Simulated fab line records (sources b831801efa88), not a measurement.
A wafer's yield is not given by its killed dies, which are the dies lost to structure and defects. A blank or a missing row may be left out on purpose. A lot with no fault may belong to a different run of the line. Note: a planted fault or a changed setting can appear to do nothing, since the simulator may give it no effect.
Which tool did it? ; flow gf180mcu ; 72 wafers from 24 lots sampled at 2 of the route's 602 steps

== WHAT EACH GAUGE READ, for each wafer ==
GF_V1_RS_MEAS_24: measurement is done with a four-point probe.
lot;measured;on;V1_W_RS (ohm/sq)
L074;day 18 02:39;film_metro-02;0.336 0.332 0.332
L075;day 18 10:31;film_metro-02;0.326 0.324 0.326
L076;day 19 02:14;film_metro-03;0.325 0.330 0.323
L077;day 19 07:19;film_metro-02;0.326 0.323 0.331
L078;day 19 17:53;film_metro-03;0.327 0.327 0.324
L079;day 20 04:59;film_metro-02;0.337 0.329 0.337
L080;day 20 07:29;film_metro-02;0.330 0.328 0.324
L081;day 21 01:57;film_metro-01;0.329 0.330 0.324
L082;day 21 04:11;film_metro-02;0.325 0.326 0.323
L083;day 21 11:49;film_metro-02;0.326 0.326 0.328
L084;day 22 02:46;film_metro-02;0.328 0.330 0.328
L085;day 22 11:32;film_metro-02;0.329 0.331 0.329
L086;day 22 17:19;film_metro-02;0.326 0.325 0.328
L087;day 22 20:40;film_metro-03;0.324 0.328 0.327
L088;day 23 10:10;film_metro-01;0.330 0.329 0.332
L089;day 23 17:35;film_metro-03;0.329 0.332 0.333
L090;day 24 02:58;film_metro-02;0.327 0.321 0.326
L091;day 24 08:50;film_metro-01;0.327 0.327 0.325
L092;day 24 16:05;film_metro-03;0.333 0.331 0.333
L093;day 24 22:44;film_metro-03;0.328 0.325 0.329
L094;day 25 10:01;film_metro-03;0.330 0.331 0.329
L095;day 25 12:29;film_metro-02;0.329 0.333 0.331
L096;day 25 20:13;film_metro-02;0.336 0.334 0.334
L097;day 26 12:41;film_metro-03;0.328 0.327 0.319

== EACH LOT AND THE TOOL THAT RAN IT (in order: tool; ch and the chambers of the sampled wafers; start) ==
lot;GF_M1_METAL_ETCH_16
L074;rie_metal-02 ch 0,1, day 17 00:52
L075;rie_metal-03 ch 0,1, day 17 08:30
L076;rie_metal-03 ch 0,1, day 17 23:49
L077;rie_metal-03 ch 0,1, day 18 04:45
L078;rie_metal-04 ch 0,1, day 18 15:04
L079;rie_metal-04 ch 0,1, day 19 02:06
L080;rie_metal-03 ch 0,1, day 19 04:08
L081;rie_metal-04 ch 0,1, day 19 23:37
L082;rie_metal-03 ch 0,1, day 20 01:48
L083;rie_metal-02 ch 1, day 20 09:31
L084;rie_metal-02 ch 1, day 21 00:25
L085;rie_metal-03 ch 0,1, day 21 09:59
L086;rie_metal-02 ch 0,1, day 21 15:36
L087;rie_metal-04 ch 0,1, day 21 18:58
L088;rie_metal-04 ch 0,1, day 22 08:46
L089;rie_metal-04 ch 0,1, day 22 16:47
L090;rie_metal-03 ch 0,1, day 23 02:13
L091;rie_metal-02 ch 0,1, day 23 08:01
L092;rie_metal-02 ch 0,1, day 23 15:16
L093;rie_metal-03 ch 0,1, day 23 22:53
L094;rie_metal-02 ch 0,1, day 24 10:12
L095;rie_metal-02 ch 1, day 24 12:44
L096;rie_metal-03 ch 1, day 24 20:18
L097;rie_metal-03 ch 0, day 25 13:13
- GF_M1_METAL_ETCH_16: etches the open film in Cl2/BCl3, stops on SiO2, target depth 750.8 nm, time 125.1 s.

== WHAT THE TOOLS THEMSELVES READ (means of the sampled wafers that have a number; where no wafer has one, the mark that the record gives instead) ==
GF_M1_METAL_ETCH_16.
lot;tool;drypump_motor_current_A (A);he_backside_leak_sccm (sccm);oes_product_au (a.u.);throttle_valve_pct (%)
L074;rie_metal-02;6.0;3.28;0.991;28.225
L075;rie_metal-03;5.4;3.13;0.994;28.222
L076;rie_metal-03;5.7;3.15;0.992;28.231
L077;rie_metal-03;5.4;2.98;0.997;28.227
L078;rie_metal-04;5.4;3.20;0.987;28.235
L079;rie_metal-04;5.4;3.25;0.991;28.235
L080;rie_metal-03;5.4;3.02;0.990;28.225
L081;rie_metal-04;5.4;3.18;0.987;28.226
L082;rie_metal-03;5.7;3.13;0.994;28.225
L083;rie_metal-02;5.7;3.24;0.986;28.231
L084;rie_metal-02;5.7;3.15;0.989;28.231
L085;rie_metal-03;5.7;3.15;0.988;28.232
L086;rie_metal-02;6.0;3.33;0.989;28.240
L087;rie_metal-04;5.4;3.21;0.989;28.227
L088;rie_metal-04;5.4;3.17;0.988;28.234
L089;rie_metal-04;5.8;3.20;0.998;28.224
L090;rie_metal-03;5.7;3.14;0.996;28.222
L091;rie_metal-02;6.2;3.28;0.993;28.226
L092;rie_metal-02;6.0;3.24;0.984;28.235
L093;rie_metal-03;5.7;3.17;0.994;28.233
L094;rie_metal-02;6.3;3.21;0.992;28.231
L095;rie_metal-02;5.7;3.07;0.980;28.244
L096;rie_metal-03;6.0;3.26;0.991;28.225
L097;rie_metal-03;5.1;3.22;0.995;28.223

== THE ANSWER, worked out from the rows above alone ==
Rule: usual is defined by the lots themselves. Put in order of their means at a reading, lots are off if they are a third of the lots or fewer, leave a main group of 4 or more, and stand apart from it by a gap of 3 or more times the standard deviation of the main group's means; of several such gaps the widest counts. Not used: any main group whose means are identical at the precision the tables above print for the reading. Also off: a lot with no number at a reading for which 4 or more lots have one. Any other lot the step has rows for is counted as sound. Order of review: gauges by route order, followed by the tools' own readings, for which a lot's mean as printed above is used. The first step at which some lot is off is used, and at that step the reading that is off furthest; a lot without a number counts as furthest.
Nothing can be told from this: no lot is off at any reading shown.

== WHAT THE SIMULATOR HAD PUT IN ==
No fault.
